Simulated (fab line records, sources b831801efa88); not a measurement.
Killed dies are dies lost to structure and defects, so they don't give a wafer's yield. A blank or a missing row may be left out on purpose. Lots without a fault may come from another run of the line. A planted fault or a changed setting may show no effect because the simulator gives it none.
Chamber matching | flow sky130 | SKY_VIA2_CMP_24 on cmp-02: 4 sister chambers
The step polishes, stops on SiO2, t overpolish 20 s, target thk 0 nm. 33 wafers are shown with their chamber, then 12 later ones without.

WAFERS WITH THEIR CHAMBER
wafer  | chamber | motor_current_A (A) | time_to_endpoint_s (s) | platen_rpm (rpm)
L074.3 | 0       | 12.9                | 100                    | 59.97
L074.5 | 2       | 12.2                | 103                    | 59.98
L074.6 | 3       | 11.7                | 100                    | 60.05
L075.2 | 2       | 12.2                | 98                     | 59.93
L075.3 | 0       | 12.8                | 97                     | 60.03
L075.4 | 1       | 10.3                | 103                    | 59.99
L078.2 | 0       | 12.7                | 96                     | 60.03
L078.5 | 2       | 11.8                | 100                    | 60.01
L078.6 | 1       | 10.0                | 103                    | 60.05
L079.1 | 3       | 11.6                | 100                    | 60.07
L079.3 | 2       | 11.9                | 102                    | 60.03
L079.6 | 3       | 11.1                | 99                     | 60.02
L081.1 | 1       | 10.3                | 105                    | 59.98
L081.4 | 3       | 11.5                | 97                     | 59.96
L081.5 | 1       | 10.2                | 101                    | 59.97
L082.2 | 3       | 12.0                | 102                    | 59.98
L082.3 | 0       | 13.0                | 97                     | 59.97
L082.6 | 0       | 12.7                | 98                     | 59.93
L083.1 | 2       | 12.4                | 102                    | 59.97
L083.5 | 0       | 13.2                | 103                    | 60.01
L083.6 | 1       | 10.8                | 110                    | 59.99
L085.1 | 2       | 12.7                | 101                    | 60.03
L085.2 | 3       | 11.0                | 104                    | 60.04
L085.3 | 1       | 10.8                | 109                    | 60.00
L086.1 | 0       | 12.7                | 100                    | 60.01
L086.2 | 3       | 10.6                | 104                    | 60.05
L086.6 | 3       | 11.4                | 101                    | 60.03
L087.3 | 0       | 13.1                | 104                    | 60.05
L087.4 | 2       | 11.9                | 102                    | 59.97
L087.6 | 1       | 10.4                | 110                    | 59.96
L088.2 | 3       | 11.2                | 104                    | 60.07
L088.3 | 2       | 12.5                | 101                    | 60.07
L088.5 | 2       | 12.6                | 105                    | 59.98

SIGNATURES (means of the wafers above)
reading            | chamber 0 | chamber 1 | chamber 2 | chamber 3 | scatter within a chamber
motor_current_A    | 12.887    | 10.400    | 12.244    | 11.344    | 0.326
time_to_endpoint_s | 99.38     | 105.86    | 101.56    | 101.22    | 2.78
platen_rpm         | 60.0000   | 59.9914   | 59.9967   | 60.0300   | 0.0381
Rule: a wafer's distance from a chamber is the root of the sum, over the readings, of the square of ((its reading less the chamber's mean) divided by the reading's scatter). The wafer belongs to the nearest chamber; if the next one is less than 2 further off, it can't be placed. The scatter: the root of (the sum of the squares of (reading less its chamber's mean) over the shown wafers, divided by (wafers less chambers)).

WAFERS WITHOUT THEIR CHAMBER
wafer  | motor_current_A (A) | time_to_endpoint_s (s) | platen_rpm (rpm)
L089.4 | 11.9                | 97                     | 59.97
L089.5 | 10.5                | 105                    | 59.97
L089.6 | 11.6                | 99                     | 60.03
L093.2 | 11.3                | 101                    | 59.94
L093.3 | 12.6                | 101                    | 60.01
L093.4 | 11.5                | 101                    | 59.99
L094.1 | 13.5                | 105                    | 59.96
L094.4 | 10.1                | 107                    | 59.96
L094.6 | 11.9                | 107                    | 59.98
L096.3 | 11.4                | 101                    | 60.01
L096.4 | 12.8                | 102                    | 60.04
L096.5 | 10.6                | 106                    | 59.97

WHICH CHAMBER EACH WENT THROUGH
wafer  | from the rows above          | in truth
L089.4 | can't be placed: 2 or 3 or 0 | 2
L089.5 | 1                            | 1
L089.6 | can't be placed: 3 or 2      | 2
L093.2 | can't be placed: 3 or 2 or 1 | 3
L093.3 | can't be placed: 0 or 2      | 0
L093.4 | can't be placed: 3 or 2      | 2
L094.1 | can't be placed: 0 or 2      | 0
L094.4 | 1                            | 1
L094.6 | can't be placed: 2 or 3 or 0 | 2
L096.3 | 3                            | 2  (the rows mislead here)
L096.4 | can't be placed: 0 or 2      | 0
L096.5 | 1                            | 1
Placed correctly: 3 of 12. Can't be placed from these rows: 8 (the true chamber is among the candidates in 8). Placed wrongly: 1.
